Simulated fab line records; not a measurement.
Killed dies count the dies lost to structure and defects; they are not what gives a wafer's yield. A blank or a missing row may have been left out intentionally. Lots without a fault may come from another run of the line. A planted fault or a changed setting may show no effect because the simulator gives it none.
One fault seen from 2 desks / flow gf180mcu / numbers are kept per desk, each desk with only its own; the story behind them comes last

## TOOL OWNER'S DESK, cmp-02
The tool's own readings at GF_V5_CMP_04 (polishes SiO2): means of the sampled wafers that have a number, for each lot that ran on this tool. Marked OUT: a lot whose mean sits more than 4 standard deviations from the usual mean, which makes it out of limits; the brackets give that distance.
Columns: A = motor current A at GF_V5_CMP_04, usual 12.0 A; B = slurry flow ml min at GF_V5_CMP_04, usual 149.9
lot=L566; first seen here=day 26 16:05; A=12.2; B=150.3
lot=L569; first seen here=day 27 09:39; A=11.8; B=149.6
lot=L571; first seen here=day 28 02:46; A=10.6; B=150.1
lot=L572; first seen here=day 28 08:25; A=10.6; B=150.4
lot=L573; first seen here=day 28 21:45; A=11.2; B=150.4
lot=L575; first seen here=day 29 01:15; A=10.7; B=149.9
lot=L585; first seen here=day 32 04:23; A=11.9; B=150.0
lot=L589; first seen here=day 33 01:12; A=11.1; B=149.6
This desk's finding: nothing out of limits on any of the 8 lots.

## THE METROLOGY DESK
Means of the sampled wafers that have a number, per lot and without regard to the tool the lot ran on: this is what the gauges read. Marked OUT: a lot whose mean sits more than 4 standard deviations from the usual mean, which makes it out of limits; the brackets give that distance.
Columns: A = V5_CVD_00_THK at GF_V5_THK_MEAS_01, usual 301 nm; B = TOP_METAL_ALCU_THK at GF_TOP_METAL_THK_MEAS_06, usual 902 nm
lot=L566; first seen here=day 26 15:52; A=294; B=900
lot=L568; first seen here=day 27 01:55; A=305; B=908
lot=L569; first seen here=day 27 09:26; A=298; B=896
lot=L570; first seen here=day 27 15:03; A=307; B=903
lot=L571; first seen here=day 28 02:34; A=303; B=918
lot=L572; first seen here=day 28 08:13; A=302; B=903
lot=L573; first seen here=day 28 21:26; A=300; B=907
lot=L574; first seen here=day 28 23:09; A=299; B=889
lot=L575; first seen here=day 29 01:02; A=299; B=901
lot=L585; first seen here=day 32 04:10; A=298; B=919
lot=L586; first seen here=day 32 10:34; A=303; B=913
lot=L587; first seen here=day 32 16:00; A=299; B=874
lot=L588; first seen here=day 32 18:21; A=305; B=916
lot=L589; first seen here=day 33 00:58; A=300; B=889
This desk's finding: nothing out of limits on any of the 14 lots.

## BROUGHT TOGETHER
The tool owner's desk saw nothing out of limits.
At the metrology desk, nothing out of limits was observed.

## WHAT THE SIMULATOR HAD PUT IN
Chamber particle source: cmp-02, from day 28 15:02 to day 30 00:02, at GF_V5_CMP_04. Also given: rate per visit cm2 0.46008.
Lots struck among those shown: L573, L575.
